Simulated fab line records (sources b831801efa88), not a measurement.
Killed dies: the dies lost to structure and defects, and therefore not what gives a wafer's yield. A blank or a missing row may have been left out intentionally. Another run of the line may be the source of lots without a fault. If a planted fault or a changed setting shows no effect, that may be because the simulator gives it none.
Code-filled problem report in 8D (eight disciplines) form -- flow sky130 -- the parts of the form that need people (team, actions taken, sign-off) are left out

## 1. WHAT WENT WRONG
chamber-pressure-pa at SKY_VIA3_SPUTTER_20 reads a mean of 4.769 Pa on 6 wafers of 2 lots; wafers without a fault read 5.001 Pa with a standard deviation of 0.011. Relative to the usual mean, that is a shift of -21 standard deviations.
The step: material TiN, target thk 20 nm, time 80 s.
The first sign was on wafer L221.2 at day 44 11:06, on pvd-sputter-01. The record holds 18 wafers of 6 lots with a number at this step. The rule behind "out" and "out of limits": a value lying over 4 standard deviations away from the usual mean. All remaining wafers that have a number are taken as sound.

## 2. WHAT IT IS AND WHAT IT IS NOT
question,is,is not
which readings at this step,chamber-pressure-pa,throttle-valve-pct
which lots,"L221, L230","L209, L213, L218, L223"
which wafers of those lots,all that have a number,-
read on which tools,pvd-sputter-01,"pvd-sputter-02, pvd-sputter-04"
when,from day 44 11:06,up to then (12 sound wafers)

## 3. THE SUSPECTS, EACH WITH WHAT RULES IT OUT
Counting: a tool at a process step up to the reading stays a suspect if it ran every lot that is out and no sound lot after the first of them.
- pvd-sputter-01 at SKY_VIA3_SPUTTER_20 (material TiN, target thk 20 nm, time 80 s): kept. It processed each lot that is out, first L221 at day 44 11:06, and no sound lot thereafter; up to then, the last sound lot it processed was L223 at day 44 08:02. Out on those wafers are its own readings of chamber-pressure-pa.
After counting, what remains is pvd-sputter-01 at SKY_VIA3_SPUTTER_20.

## 4. THE CAUSE (what the simulator had put in)
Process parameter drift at SKY_VIA3_SPUTTER_20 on pvd-sputter-01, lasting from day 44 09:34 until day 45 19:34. From 5, the setting chamber-pressure-pa moved by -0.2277. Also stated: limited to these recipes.
Only this tool survived the counting.

## 5. THE EFFECT CHAIN, in route order
Each row: a reading whose mean over the struck wafers that have a number lies more than 3 standard deviations from the usual. Only readings for which the record gives a usual standard deviation are gone through. hours: the time from each lot's start at the first step in this table that gives one to its start at this step, as a median over the lots. sigmas: the change in usual standard deviations.
hours,step,reading,usual,on struck wafers,change,sigmas
0,SKY_VIA3_SPUTTER_20,chamber-pressure-pa,5.001 Pa,4.769,-0.232,-21
The process steps in it:
- SKY_VIA3_SPUTTER_20: material TiN, target thk 20 nm, time 80 s.

## 6. HOW IT WOULD HAVE BEEN CAUGHT EARLIER
In this record no reading fell out of limits until day 44 11:06, 2 hours after the fault had begun at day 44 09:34.
